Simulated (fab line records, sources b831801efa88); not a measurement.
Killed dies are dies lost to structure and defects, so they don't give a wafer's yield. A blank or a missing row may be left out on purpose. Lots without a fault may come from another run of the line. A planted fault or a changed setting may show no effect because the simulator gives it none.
One fault seen from 2 desks | flow gf180mcu | each desk has only its own numbers; what lay behind them comes last

THE TOOL OWNER'S DESK: implanter-03
The tool's own readings at GF_HV_LDD_IMPLANT_35: means of the sampled wafers that have a number, for each lot that ran on this tool. A lot is out of limits, marked OUT, if its mean lies more than 4 standard deviations from the usual mean; the brackets give that distance.
Columns: A = beam_energy_keV at GF_HV_LDD_IMPLANT_35, usual 59.991; B = beam_on_s at GF_HV_LDD_IMPLANT_35, usual 9.96 s
lot  | first seen here | A      | B
L553 | day 12 08:56    | 60.003 | 9.80
L554 | day 12 17:34    | 59.985 | 9.88
L555 | day 12 23:04    | 59.999 | 9.71
L566 | day 16 16:02    | 59.993 | 9.92
L567 | day 16 19:37    | 59.965 | 10.09
L570 | day 17 16:28    | 59.993 | 10.13
This desk's finding: nothing out of limits on any of the 6 lots.

THE METROLOGY DESK
What the gauges read, lot by lot, whatever tool the lot ran on: means of the sampled wafers that have a number. A lot is out of limits, marked OUT, if its mean lies more than 4 standard deviations from the usual mean; the brackets give that distance.
Columns: A = HV_LDD_3_TW at GF_HV_LDD_TW_MEAS_38, usual 1431; B = HV_LDD_RS at GF_HV_LDD_RS_MEAS_53, usual 418.6 ohm/sq; C = cd_nm at GF_M4_CD_MEAS_14, usual 280.1 nm
lot  | first seen here | A              | B               | C
L552 | day 11 21:46    | 1425           | 418.7           | 281.5
L553 | day 12 09:18    | 1439           | 419.1           | 280.5
L554 | day 12 17:56    | 1428           | 419.1           | 279.7
L555 | day 12 23:28    | 1424           | 418.2           | 279.1
L560 | day 14 23:00    | 1316 (-14) OUT | 440.4 (+22) OUT | -
L562 | day 15 04:17    | 1317 (-14) OUT | 438.6 (+20) OUT | -
L566 | day 16 16:25    | 1419           | 418.9           | 280.8
L567 | day 16 20:01    | 1420           | 419.7           | 278.9
L568 | day 17 06:02    | 1429           | 419.1           | 282.3
L569 | day 17 12:05    | 1419           | 418.3           | 278.7
L570 | day 17 16:52    | 1422           | 419.1           | 278.1
L571 | day 17 23:58    | 1444           | 418.1           | 281.5
L572 | day 18 04:54    | 1429           | 421.1           | 280.1
L574 | day 19 01:20    | 1430           | 419.4           | 279.7
This desk's finding: out of limits on L560, L562; first on L560, day 14 23:00 (HV_LDD_3_TW at GF_HV_LDD_TW_MEAS_38). In limits: L552, L553, L554, L555, L566, L567, L568, L569, L570, L571, L572, L574.

PUT TOGETHER
The metrology desk could have raised an alarm at day 14 23:00, on L560, L562.
The tool owner's desk saw nothing out of limits.
The tool owner's desk has no number on record for L560, L562.
Of the lots named, all ran GF_HV_LDD_IMPLANT_35 on implanter-03.

WHAT THE SIMULATOR HAD PUT IN
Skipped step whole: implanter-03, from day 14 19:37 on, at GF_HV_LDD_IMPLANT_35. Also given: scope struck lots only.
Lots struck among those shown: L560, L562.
Hours from the fault's start to each desk's first reading out of limits: the metrology desk, 3.
